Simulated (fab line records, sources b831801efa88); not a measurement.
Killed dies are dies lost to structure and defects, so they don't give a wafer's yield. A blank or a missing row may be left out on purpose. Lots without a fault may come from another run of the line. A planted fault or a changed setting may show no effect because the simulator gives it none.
Problem report in the 8D (eight disciplines) form, filled by code | flow sky130 | the parts of the form that need people (team, actions taken, sign-off) are left out

1. THE PROBLEM
PASSIVATION_CVD_02_THK at SKY_PASSIVATION_THK_MEAS_03 reads a mean of 714 nm on 9 wafers of 3 lots; wafers without a fault read 541 nm with a standard deviation of 6.7. That is +26 standard deviations from the usual mean.
First seen on wafer L215.2, day 46 04:05, on film_metro-03. The record holds 33 wafers of 11 lots with a number at this step. Rule for "out", or "out of limits": more than 4 standard deviations from the usual mean. The other wafers with a number count as sound.

2. WHAT IT IS AND WHAT IT IS NOT
question                    | is                           | is not
which readings at this step | PASSIVATION_CVD_02_THK       | -
which lots                  | L215, L218, L219             | L208, L212, L213, L220, L223, L227, L229, L230
which wafers of those lots  | all that have a number       | -
read on which gauges        | film_metro-01, film_metro-03 | film_metro-02
when                        | from day 46 04:05            | up to then (9 sound wafers); but 15 sound wafers of L220, L223, L227, L229, L230 came after

3. SUSPECTS, AND WHAT RULES EACH OUT
Counting: a tool at a process step up to the reading stays a suspect if it ran every lot that is out and no sound lot after the first of them.
- the gauge at SKY_PASSIVATION_THK_MEAS_03: ruled out. The wafers that are out were read on 2 gauges (film_metro-01, film_metro-03).
- pecvd-04 at SKY_PASSIVATION_CVD_02 (deposits Si3N4, target thk 540 nm): kept. It ran every lot that is out, first L215 (day 46 03:51), and no sound lot after that; its last sound lot up to then is L213 (day 45 22:20).
Left after counting: pecvd-04 at SKY_PASSIVATION_CVD_02.

4. THE CAUSE (what the simulator had put in)
Process parameter drift: pecvd-04, from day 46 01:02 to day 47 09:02, at SKY_PASSIVATION_CVD_02. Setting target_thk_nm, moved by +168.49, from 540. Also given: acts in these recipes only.
Counting left only this tool.

5. THE CHAIN OF EFFECTS, in route order
Each row: a reading whose mean over the struck wafers that have a number lies more than 3 standard deviations from the usual. Only readings for which the record gives a usual standard deviation are gone through. hours: the time from each lot's start at the first step in this table that gives one to its start at this step, as a median over the lots. sigmas: the change in usual standard deviations.
hours | step                        | reading                | usual  | on struck wafers | change | sigmas
0     | SKY_PASSIVATION_THK_MEAS_03 | PASSIVATION_CVD_02_THK | 541 nm | 714              | +173   | +26

6. WHAT WOULD HAVE CAUGHT IT SOONER
In this record the first reading out of limits at a measuring or inspecting step was taken at day 46 04:05, 3 hours after the fault began at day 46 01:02.
Of the tool readings at SKY_PASSIVATION_CVD_02 for which the record gives a usual standard deviation, none was out on any struck wafer, so an alarm limit of 4 standard deviations on them would not have fired.
Of the lots that are out (3), L218, L219 began SKY_PASSIVATION_CVD_02 on pecvd-04 after day 46 04:05. A hold on the tool at that time would have spared those 2.
